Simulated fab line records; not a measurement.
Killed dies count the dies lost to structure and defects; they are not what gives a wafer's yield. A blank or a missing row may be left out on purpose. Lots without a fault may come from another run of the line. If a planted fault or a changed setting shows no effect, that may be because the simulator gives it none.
Problem report in the 8D (eight disciplines) form, filled by code -- flow sky130 -- the parts of the form that need people (team, actions taken, sign-off) are left out

## 1. THE ISSUE
Mean SPACER_CVD_00_THK at SKY_SPACER_THK_MEAS_01: 39.8 nm over 6 wafers in 2 lots; fault-free wafers: 43.1 nm, standard deviation 0.39. Measured from the usual mean, that is -8.6 standard deviations.
First observed at day 24 21:02: wafer L934.1, on film-metro-02. The record has a number at this step for 36 wafers belonging to 12 lots. The rule behind "out" and "out of limits": a value lying over 4 standard deviations away from the usual mean. The other wafers with a number count as sound.

## 2. WHAT IT IS AND WHAT IT IS NOT
question,is,is not
which readings at this step,SPACER_CVD_00_THK,-
which lots,"L934, L935","L928, L930, L931, L932, L933, L944, L945, L946, L949, L950"
which wafers of those lots,all that have a number,-
read on which gauges,film-metro-02,"film-metro-01, film-metro-04"
when,from day 24 21:02,"up to then (15 sound wafers); but 15 sound wafers of L944, L945, L946, L949, L950 came after"

## 3. WHAT RULES OUT EACH SUSPECT
Counting: a tool stays on the suspect list if, at a process step up to the reading, it processed all lots that are out and no sound lot following the first of them.
- the gauge at SKY_SPACER_THK_MEAS_01 is ruled out. All the wafers that are out were read on film-metro-02, but those of them that SKY_SPACER_ETCHBACK_02 has rows for are out there too, on other tools.
- lpcvd-02 at SKY_SPACER_CVD_00 (deposits Si3N4 from DCS/NH3, target thk 43.1 nm, time 740 s): ruled out as a lasting fault. Following L934 (day 24 19:50), the first lot on it that is out, the sound lots L944, L945, L946, L949, L950 were run on it.
Left after counting: nothing in the record.

## 4. THE CAUSE (what the simulator had put in)
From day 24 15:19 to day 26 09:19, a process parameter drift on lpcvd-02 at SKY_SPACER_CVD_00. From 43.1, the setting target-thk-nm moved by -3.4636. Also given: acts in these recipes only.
It was ruled out by counting, in error; the rule expects a fault to strike all lots run on its tool from its start on, and this fault did not.

## 5. THE EFFECT CHAIN, in route order
Each row: a reading whose mean over the struck wafers that have a number lies more than 3 standard deviations from the usual. Readings are gone through only where the record gives a usual standard deviation; hours: the median, over the lots, of the time from a lot's start at the first step in this table giving one to that lot's start at this step; sigmas: the change measured in usual standard deviations.
hours,step,reading,usual,on struck wafers,change,sigmas
0,SKY_SPACER_THK_MEAS_01,SPACER_CVD_00_THK,43.1 nm,39.8,-3.4,-8.6
0,SKY_SPACER_ETCHBACK_02,oes-product-au,0.855 a.u.,0.818,-0.037,-5.8
Here are the process steps it includes:
- SKY_SPACER_ETCHBACK_02: etches Si3N4 in CH3F/O2, stops on SiO2, time 46.7 s, target depth 45 nm.

## 6. HOW IT WOULD HAVE BEEN CAUGHT EARLIER
The first out-of-limits reading at a measuring or inspecting step in this record came at day 24 21:02, 6 hours after the fault's start at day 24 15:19.
Of the tool readings at SKY_SPACER_CVD_00 for which the record gives a usual standard deviation, none was out on any struck wafer, so an alarm limit of 4 standard deviations on them would not have fired.
